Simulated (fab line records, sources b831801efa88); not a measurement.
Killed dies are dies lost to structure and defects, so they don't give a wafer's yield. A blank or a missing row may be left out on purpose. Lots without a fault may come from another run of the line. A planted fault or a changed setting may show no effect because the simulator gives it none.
Which tool did it? | flow gf180mcu | 13 lots, 39 wafers sampled, at 4 steps of a route of 602

WHAT THE GAUGES READ, wafer by wafer
GF_V3_THK_MEAS_03. Usual: V3_CVD_02_THK 852 nm, standard deviation 11.
lot  | measured     | on            | V3_CVD_02_THK (nm) | flag
L781 | day 22 09:42 | film_metro-03 | 851 854 862        |
L782 | day 22 19:15 | film_metro-02 | 839 833 842        |
L784 | day 23 06:47 | film_metro-01 | 852 842 852        |
L785 | day 23 20:42 | film_metro-01 | 842 832 851        |
L788 | day 24 13:53 | film_metro-02 | 833 846 842        |
L789 | day 25 03:09 | film_metro-02 | 855 865 871        |
L790 | day 25 11:32 | film_metro-02 | 865 866 853        |
L795 | day 26 21:20 | film_metro-01 | 853 869 860        |
L797 | day 27 13:44 | film_metro-01 | 859 867 850        |
L798 | day 27 20:40 | film_metro-01 | 846 843 854        |
L800 | day 28 10:05 | film_metro-02 | 837 853 852        |
L801 | day 28 21:11 | film_metro-01 | 852 843 864        |
L802 | day 29 02:31 | film_metro-01 | 854 839 858        |

GF_M4_THK_MEAS_06: measures by xrf. Usual: M4_ALCU_THK 445 nm, standard deviation 7.
lot  | measured     | on            | M4_ALCU_THK (nm) | flag
L781 | day 23 11:34 | film_metro-03 | 444 441 448      |
L782 | day 23 19:53 | film_metro-02 | 444 447 448      |
L784 | day 24 06:57 | film_metro-03 | 446 444 441      |
L785 | day 24 21:16 | film_metro-02 | 451 440 451      |
L795 | day 27 19:25 | film_metro-03 | 460 462 461      |
L797 | day 28 11:52 | film_metro-02 | 452 446 452      |
L798 | day 28 18:42 | film_metro-03 | 438 440 438      |
L800 | day 29 07:29 | film_metro-04 | 454 443 455      |
L801 | day 29 19:31 | film_metro-02 | 430 432 430      |
L802 | day 29 23:38 | film_metro-03 | 445 448 445      |

WHICH TOOL RAN EACH LOT (tool, then ch and the chambers of the sampled wafers, then the start)
lot  | GF_V3_CVD_02                    | GF_V3_CMP_26
L781 | pecvd-01 ch 0,1,2, day 22 09:38 | cmp-02 ch 0,1,3, day 23 10:58
L782 | pecvd-03 ch 0,1, day 22 19:11   | cmp-02 ch 0,1,3, day 23 19:14
L784 | pecvd-03 ch 1,2, day 23 06:43   | cmp-01 ch 0,1,2, day 24 06:17
L785 | pecvd-04 ch 0,2, day 23 20:38   | cmp-02 ch 0,2, day 24 20:40
L788 | pecvd-03 ch 0,1,2, day 24 13:48 | cmp-02 ch 0,3, day 25 13:35
L789 | pecvd-03 ch 1,2, day 25 03:04   | cmp-02 ch 0,1,3, day 26 02:16
L790 | pecvd-04 ch 0,1,2, day 25 11:28 | cmp-02 ch 1,2, day 26 10:40
L795 | pecvd-04 ch 0,1,2, day 26 21:16 | cmp-01 ch 0,3, day 27 18:44
L797 | pecvd-04 ch 0,1, day 27 13:40   | cmp-01 ch 1,2,3, day 28 11:22
L798 | pecvd-04 ch 1,2, day 27 20:35   | cmp-01 ch 0,1,2, day 28 18:03
L800 | pecvd-03 ch 1,2, day 28 10:01   | cmp-01 ch 0,2,3, day 29 06:53
L801 | pecvd-01 ch 0,2, day 28 21:07   | cmp-02 ch 1,2,3, day 29 18:53
L802 | pecvd-03 ch 0,1,2, day 29 02:26 | cmp-02 ch 1,2,3, day 29 23:02
- GF_V3_CVD_02: deposits SiO2 from TEOS, target thk 850 nm, time 94.851 s.
- GF_V3_CMP_26: polishes, stops on SiO2, t overpolish 15 s, target thk 0 nm.

WHAT THE TOOLS THEMSELVES READ (means of the sampled wafers that have a number; where no wafer has one, the mark that the record gives instead)
GF_V3_CVD_02. Usual: heater_power_outer_w 371 W, standard deviation 88; heater_power_w 644 W, standard deviation 120.
lot  | tool     | heater_power_outer_w (W) | heater_power_w (W) | flag
L781 | pecvd-01 | 407                      | 696                |
L782 | pecvd-03 | 326                      | 571                |
L784 | pecvd-03 | 376                      | 636                |
L785 | pecvd-04 | 334                      | 577                |
L788 | pecvd-03 | 357                      | 623                |
L789 | pecvd-03 | 466                      | 778                |
L790 | pecvd-04 | 381                      | 658                |
L795 | pecvd-04 | 371                      | 635                |
L797 | pecvd-04 | 326                      | 623                |
L798 | pecvd-04 | 350                      | 601                |
L800 | pecvd-03 | 416                      | 676                |
L801 | pecvd-01 | 398                      | 676                |
L802 | pecvd-03 | 414                      | 714                |

GF_V3_CMP_26. Usual: edge_zone_pressure_frac 1.000, standard deviation 0.0046; head_pressure_psi 3.499 psi, standard deviation 0.0079; motor_current_A 11.0 A, standard deviation 0.75; overpolish_run_s 15.000 s, standard deviation 0.0089; slurry_flow_ml_min 150.0, standard deviation 0.46; time_to_endpoint_s 85 s, standard deviation 3.7.
lot  | tool   | edge_zone_pressure_frac | head_pressure_psi (psi) | motor_current_A (A) | overpolish_run_s (s) | slurry_flow_ml_min | time_to_endpoint_s (s) | flag
L781 | cmp-02 | 0.999                   | 3.496                   | 11.4                | 14.995               | 150.3              | 84                     |
L782 | cmp-02 | 1.000                   | 3.495                   | 11.7                | 15.000               | 149.6              | 88                     |
L784 | cmp-01 | 1.003                   | 3.497                   | 10.8                | 15.004               | 149.5              | 82                     |
L785 | cmp-02 | 0.999                   | 3.505                   | 11.1                | 15.005               | 149.9              | 83                     |
L788 | cmp-02 | 0.997                   | 3.506                   | 11.9                | 0.040                | 149.2              | 130                    | OFF
L789 | cmp-02 | 1.001                   | 3.494                   | 11.4                | 0.045                | 149.8              | 129                    | OFF
L790 | cmp-02 | 1.004                   | 3.503                   | 10.2                | 0.040                | 150.0              | 128                    | OFF
L795 | cmp-01 | 1.005                   | 3.505                   | 10.5                | 14.994               | 149.9              | 90                     |
L797 | cmp-01 | 0.996                   | 3.503                   | 10.8                | 14.996               | 150.5              | 89                     |
L798 | cmp-01 | 1.000                   | 3.497                   | 10.8                | 15.000               | 150.2              | 88                     |
L800 | cmp-01 | 1.002                   | 3.495                   | 10.4                | 15.007               | 149.8              | 90                     |
L801 | cmp-02 | 0.998                   | 3.495                   | 10.8                | 15.002               | 150.2              | 83                     |
L802 | cmp-02 | 1.002                   | 3.507                   | 11.1                | 15.003               | 149.9              | 81                     |

THE ANSWER, worked out from the rows above alone
Rule: a lot is off if the mean of its wafers that have a number lies more than 3 standard deviations from the usual mean. A lot without any number at a reading at which 4 lots or more have one is off too. The other lots that the step has rows for count as sound. The gauges are gone through in route order, then the tools' own readings, and for those a lot's mean is taken as printed above. The first step at which some lot is off is used, and at that step the reading that is off furthest; a lot without a number counts as furthest.
Off: L788, L789, L790, at GF_V3_CMP_26 (overpolish_run_s).
A tool fits if, at that step or a process step before it, it ran every lot that is off, and no sound lot after the first of them. None of those tried fits.

WHAT THE SIMULATOR HAD PUT IN
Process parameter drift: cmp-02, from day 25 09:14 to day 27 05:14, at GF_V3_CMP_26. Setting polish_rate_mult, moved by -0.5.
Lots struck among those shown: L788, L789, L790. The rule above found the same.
